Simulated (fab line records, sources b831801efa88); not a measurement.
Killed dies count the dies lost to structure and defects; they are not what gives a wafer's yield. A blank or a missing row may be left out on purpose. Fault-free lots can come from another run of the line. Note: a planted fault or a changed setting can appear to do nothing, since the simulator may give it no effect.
Lot-split experiment || flow gf180mcu || on a route of 602 steps: 5 lots, 23 wafers read

== ABOUT THE SPLIT ==
At GF_M1_METAL_ETCH_16 (etches the open film in Cl2/BCl3, stops on SiO2, target depth 627.5 nm, time 104.6 s), the setting time_s was moved away from the recipe's 104.6 s on 11 of the 23 wafers read, by -11.2% to +11.0%. This setting was run at the recipe's value on the other wafers.

The split's own step is where the reading is taken.

== THE READING ==
oes_product_au, in a.u., at GF_M1_METAL_ETCH_16 (etches the open film in Cl2/BCl3, stops on SiO2, target depth 627.5 nm, time 104.6 s). A value of 0.974 a.u. with a standard deviation of 0.0055 a.u. is what fault-free wafers of this fab line usually give.

{"wafer": "L075.2", "tool, chamber at the split": "rie_metal-02, 1", "time_s as run, s": 104.6, "against the recipe": "recipe", "oes_product_au, a.u.": 0.971, "against lot-mates on the recipe": "-"}
{"wafer": "L075.3", "tool, chamber at the split": "rie_metal-02, 0", "time_s as run, s": 104.6, "against the recipe": "recipe", "oes_product_au, a.u.": 0.981, "against lot-mates on the recipe": "-"}
{"wafer": "L075.4", "tool, chamber at the split": "rie_metal-02, 1", "time_s as run, s": 104.6, "against the recipe": "recipe", "oes_product_au, a.u.": 0.983, "against lot-mates on the recipe": "-"}
{"wafer": "L077.1", "tool, chamber at the split": "rie_metal-03, 1", "time_s as run, s": 116.1, "against the recipe": "+11.0%", "oes_product_au, a.u.": 0.962, "against lot-mates on the recipe": -0.008}
{"wafer": "L077.2", "tool, chamber at the split": "rie_metal-03, 0", "time_s as run, s": 104.6, "against the recipe": "recipe", "oes_product_au, a.u.": 0.970, "against lot-mates on the recipe": "-"}
{"wafer": "L077.3", "tool, chamber at the split": "rie_metal-03, 1", "time_s as run, s": 116.1, "against the recipe": "+11.0%", "oes_product_au, a.u.": 0.945, "against lot-mates on the recipe": -0.025}
{"wafer": "L077.4", "tool, chamber at the split": "rie_metal-03, 0", "time_s as run, s": 104.6, "against the recipe": "recipe", "oes_product_au, a.u.": 0.972, "against lot-mates on the recipe": "-"}
{"wafer": "L077.6", "tool, chamber at the split": "rie_metal-03, 0", "time_s as run, s": 104.6, "against the recipe": "recipe", "oes_product_au, a.u.": 0.968, "against lot-mates on the recipe": "-"}
{"wafer": "L080.2", "tool, chamber at the split": "rie_metal-01, 0", "time_s as run, s": 92.93, "against the recipe": "-11.2%", "oes_product_au, a.u.": 1.010, "against lot-mates on the recipe": "+0.039"}
{"wafer": "L080.3", "tool, chamber at the split": "rie_metal-01, 0", "time_s as run, s": 92.93, "against the recipe": "-11.2%", "oes_product_au, a.u.": 1.010, "against lot-mates on the recipe": "+0.039"}
{"wafer": "L080.4", "tool, chamber at the split": "rie_metal-01, 1", "time_s as run, s": 92.93, "against the recipe": "-11.2%", "oes_product_au, a.u.": 1.004, "against lot-mates on the recipe": "+0.033"}
{"wafer": "L080.5", "tool, chamber at the split": "rie_metal-01, 1", "time_s as run, s": 104.6, "against the recipe": "recipe", "oes_product_au, a.u.": 0.968, "against lot-mates on the recipe": "-"}
{"wafer": "L080.6", "tool, chamber at the split": "rie_metal-01, 0", "time_s as run, s": 104.6, "against the recipe": "recipe", "oes_product_au, a.u.": 0.974, "against lot-mates on the recipe": "-"}
{"wafer": "L081.1", "tool, chamber at the split": "rie_metal-03, 0", "time_s as run, s": 94.08, "against the recipe": "-10.1%", "oes_product_au, a.u.": 1.005, "against lot-mates on the recipe": "+0.030"}
{"wafer": "L081.2", "tool, chamber at the split": "rie_metal-03, 1", "time_s as run, s": 104.6, "against the recipe": "recipe", "oes_product_au, a.u.": 0.976, "against lot-mates on the recipe": "-"}
{"wafer": "L081.3", "tool, chamber at the split": "rie_metal-03, 1", "time_s as run, s": 94.08, "against the recipe": "-10.1%", "oes_product_au, a.u.": 0.991, "against lot-mates on the recipe": "+0.016"}
{"wafer": "L081.5", "tool, chamber at the split": "rie_metal-03, 0", "time_s as run, s": 94.08, "against the recipe": "-10.1%", "oes_product_au, a.u.": 0.997, "against lot-mates on the recipe": "+0.022"}
{"wafer": "L081.6", "tool, chamber at the split": "rie_metal-03, 1", "time_s as run, s": 104.6, "against the recipe": "recipe", "oes_product_au, a.u.": 0.974, "against lot-mates on the recipe": "-"}
{"wafer": "L082.2", "tool, chamber at the split": "rie_metal-03, 0", "time_s as run, s": 115, "against the recipe": "+9.9%", "oes_product_au, a.u.": 0.965, "against lot-mates on the recipe": -0.011}
{"wafer": "L082.3", "tool, chamber at the split": "rie_metal-03, 0", "time_s as run, s": 104.6, "against the recipe": "recipe", "oes_product_au, a.u.": 0.978, "against lot-mates on the recipe": "-"}
{"wafer": "L082.4", "tool, chamber at the split": "rie_metal-03, 1", "time_s as run, s": 104.6, "against the recipe": "recipe", "oes_product_au, a.u.": 0.974, "against lot-mates on the recipe": "-"}
{"wafer": "L082.5", "tool, chamber at the split": "rie_metal-03, 1", "time_s as run, s": 115, "against the recipe": "+9.9%", "oes_product_au, a.u.": 0.962, "against lot-mates on the recipe": -0.014}
{"wafer": "L082.6", "tool, chamber at the split": "rie_metal-03, 0", "time_s as run, s": 115, "against the recipe": "+9.9%", "oes_product_au, a.u.": 0.961, "against lot-mates on the recipe": -0.015}

FIT RESULTS
A straight line over all 23 wafers: oes_product_au changes by -0.00214 a.u. for each +1% of time_s; r = -0.93; the points scatter about the line by 0.0066 a.u.
The same after taking each lot's own level away (the mean of its wafers on the recipe; 23 wafers): -0.00217 a.u. for each +1%; r = -0.93; scatter 0.0066 a.u.
The reading moves by 0.024 a.u. for the largest change in time_s, on that fit.
Across the lots, their own levels run from 0.9700 to 0.9783 a.u., a range of 1.5 times the standard deviation given above.
The two slopes are in agreement: the lot-to-lot level therefore moves the slope only a little.
Check: +0.026 a.u. against its lot-mates is what the line predicts for one of the wafers moved furthest among these (-11.2%) when that wafer is left out of the fit. It came out at +0.039 a.u. against them.
Tool readings at the split's step, against how far the setting was moved: oes_product_au r = -0.93.

== THE WHOLE CHAIN: every reading that the file lists as answering this split, in the file's order ==
{"step": "GF_M1_METAL_ETCH_16", "what it does": "etches the open film in Cl2/BCl3, stops on SiO2, target depth 627.5 nm, time 104.6 s", "reading": "oes_product_au", "change (the file's fit)": "-0.00213 a.u. for each +1% of the setting", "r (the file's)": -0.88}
{"step": "GF_M1_METAL_ETCH_16", "what it does": "etches the open film in Cl2/BCl3, stops on SiO2, target depth 627.5 nm, time 104.6 s", "reading": "M1.feature_depth_nm (the simulator's own value, which no gauge read)", "change (the file's fit)": "not straight: 559.4 at the lowest setting, 605.5 at the recipe, 599.1 at the highest", "r (the file's)": "not given"}
{"step": "GF_M1_METAL_ETCH_16", "what it does": "etches the open film in Cl2/BCl3, stops on SiO2, target depth 627.5 nm, time 104.6 s", "reading": "KrF_of_M1_COAT_09.thk_nm (the simulator's own value, which no gauge read)", "change (the file's fit)": "-2.59 nm for each +1% of the setting", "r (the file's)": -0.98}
{"step": "GF_M1_STRIP_17", "what it does": "strips in O2/N2", "reading": "strip_time_to_endpoint_s", "change (the file's fit)": "withheld for each +1% of the setting", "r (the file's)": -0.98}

== THE FILE'S OWN FIT ==
oes_product_au changes by -0.00213 a.u. for each +1% of time_s, r = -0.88.
